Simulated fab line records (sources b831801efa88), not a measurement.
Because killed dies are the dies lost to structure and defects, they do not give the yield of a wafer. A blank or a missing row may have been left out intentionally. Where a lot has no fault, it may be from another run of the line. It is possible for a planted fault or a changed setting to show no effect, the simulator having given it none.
Which tool is to blame?    flow gf180mcu    13 lots, 39 wafers sampled, at 5 steps of a route of 602

WHAT THE GAUGES READ, wafer by wafer
GF_MVSD_OVL_MEAS_07. Usual: MVSD_OVL 0.7 nm, standard deviation 1.2.
lot   measured      on          MVSD_OVL (nm)  flag
L491  day 4 10:13   overlay-01  -0.5 1.3 1.6   
L493  day 4 21:25   overlay-02  - - -          OFF
L503  day 7 08:34   overlay-02  1.1 -0.5 0.6   
L504  day 7 19:22   overlay-02  1.0 1.2 -0.8   
L505  day 7 20:58   overlay-01  0.6 0.5 0.6    
L506  day 8 01:23   overlay-02  1.5 2.9 2.6    
L507  day 8 06:20   overlay-02  -2.1 0.0 -0.3  
L509  day 8 18:10   overlay-02  0.9 0.7 1.0    
L510  day 8 23:20   overlay-02  -0.4 0.4 -0.2  
L511  day 9 05:51   overlay-02  2.2 3.1 1.7    
L512  day 9 12:09   overlay-01  0.6 2.8 2.0    
L513  day 9 19:14   overlay-02  0.8 1.7 1.5    
L514  day 10 01:01  overlay-02  -1.3 0.8 1.3   

GF_MVSD_TW_MEAS_11. Usual: MVSD_TW 1582, standard deviation 13.
lot   measured      on            MVSD_TW         flag
L491  day 4 10:40   filmMetro-04  1584 1586 1593  
L493  day 4 21:50   filmMetro-04  30 30 30        OFF
L503  day 7 09:01   filmMetro-02  1563 1561 1559  
L504  day 7 19:47   filmMetro-02  1556 1557 1557  
L505  day 7 21:26   filmMetro-03  1582 1584 1581  
L506  day 8 01:49   filmMetro-03  1586 1588 1588  
L507  day 8 06:46   filmMetro-04  1592 1595 1590  
L509  day 8 18:36   filmMetro-02  1576 1584 1583  
L510  day 8 23:47   filmMetro-02  1584 1579 1571  
L511  day 9 06:17   filmMetro-04  1593 1594 1598  
L512  day 9 12:35   filmMetro-02  1556 1556 1555  
L513  day 9 19:40   filmMetro-04  1597 1589 1597  
L514  day 10 01:27  filmMetro-03  1573 1583 1574  

GF_NSD_TW_MEAS_12. Usual: NSD_TW 4241, standard deviation 17.
lot   measured      on            NSD_TW          flag
L491  day 13 08:45  filmMetro-02  4241 4235 4228  
L493  day 14 00:59  filmMetro-01  4240 4233 4252  
L503  day 17 14:12  filmMetro-01  4266 4248 4255  
L504  day 18 07:13  filmMetro-02  4229 4254 4237  
L505  day 18 08:23  filmMetro-02  4222 4258 4236  
L506  day 18 14:20  filmMetro-02  4234 4248 4240  
L507  day 18 21:58  filmMetro-02  4248 4255 4254  
L509  day 19 12:05  filmMetro-01  4255 4250 4250  
L510  day 19 20:14  filmMetro-02  4256 4239 4216  
L511  day 20 07:04  filmMetro-02  4203 4233 4248  
L512  day 20 16:44  filmMetro-02  4227 4231 4215  
L513  day 21 00:50  filmMetro-03  4244 4266 4258  
L514  day 21 12:00  filmMetro-02  4241 4218 4220  

GF_SAB_THK_MEAS_01. Usual: SAB_CVD_00_THK 49.9 nm, standard deviation 0.65.
lot   measured      on            SAB_CVD_00_THK (nm)  flag
L491  day 14 05:34  filmMetro-04  49.9 49.7 51.2       
L493  day 14 23:01  filmMetro-01  50.0 49.6 50.6       
L503  day 18 15:04  filmMetro-04  49.6 50.2 50.0       
L504  day 19 08:07  filmMetro-03  49.7 50.3 51.1       
L505  day 19 09:26  filmMetro-04  48.7 49.7 50.3       
L506  day 19 15:14  filmMetro-01  49.1 49.2 50.4       
L507  day 19 23:03  filmMetro-04  50.1 51.0 51.2       
L509  day 20 13:10  filmMetro-03  50.2 50.8 50.6       
L510  day 20 21:01  filmMetro-03  49.4 49.8 50.0       
L511  day 21 08:04  filmMetro-03  49.9 49.8 51.0       
L512  day 21 17:23  filmMetro-04  50.6 49.9 51.4       
L513  day 22 00:50  filmMetro-04  49.6 48.9 50.0       
L514  day 22 11:34  filmMetro-04  48.4 49.6 50.2       

TOOL THAT RAN EACH LOT (tool first, then ch and the chambers of the sampled wafers, then the start)
lot   GF_MVSD_EXPOSE_04
L491  ilineStepper-02 ch 0, day 4 03:51
L493  ilineStepper-02 ch 0, day 4 14:52
L503  ilineStepper-01 ch 0, day 7 00:58
L504  ilineStepper-02 ch 0, day 7 11:28
L505  ilineStepper-01 ch 0, day 7 13:22
L506  ilineStepper-02 ch 0, day 7 17:13
L507  ilineStepper-01 ch 0, day 7 22:06
L509  ilineStepper-02 ch 0, day 8 09:46
L510  ilineStepper-01 ch 0, day 8 15:34
L511  ilineStepper-02 ch 0, day 8 22:13
L512  ilineStepper-01 ch 0, day 9 03:44
L513  ilineStepper-02 ch 0, day 9 11:20
L514  ilineStepper-02 ch 0, day 9 17:01
- GF_MVSD_EXPOSE_04: exposes mask MVSD, target cd 1000 nm.

AS READ BY THE TOOLS THEMSELVES (means over the sampled wafers that have a number; for cases with no such wafer, the mark the record gives instead)
The record holds no such reading with a usual standard deviation.

THE ANSWER, worked out from the rows above alone
Rule: a lot counts as off when the mean over its wafers that have a number is more than 3 standard deviations away from the usual mean. Also off: a lot with no number at a reading for which 4 or more lots have one. All remaining lots with rows at the step are treated as sound. After the gauges, taken in route order, come the tools' own readings; for these a lot's mean is taken, as printed above. The first step at which some lot is off is used, and at that step the reading that is off furthest; a lot without a number counts as furthest.
Off: L493, at GF_MVSD_OVL_MEAS_07 (MVSD_OVL). Without a number there: L493.
A tool fits if, at a process step before that reading, it ran every lot that is off, and no sound lot after the first of them. The gauges at GF_MVSD_OVL_MEAS_07 aren't tried: what is off there is off at GF_MVSD_TW_MEAS_11 too, on other tools, and a gauge's error can't cause that. No candidate that was tried fits.

WHAT WAS PUT IN BY THE SIMULATOR
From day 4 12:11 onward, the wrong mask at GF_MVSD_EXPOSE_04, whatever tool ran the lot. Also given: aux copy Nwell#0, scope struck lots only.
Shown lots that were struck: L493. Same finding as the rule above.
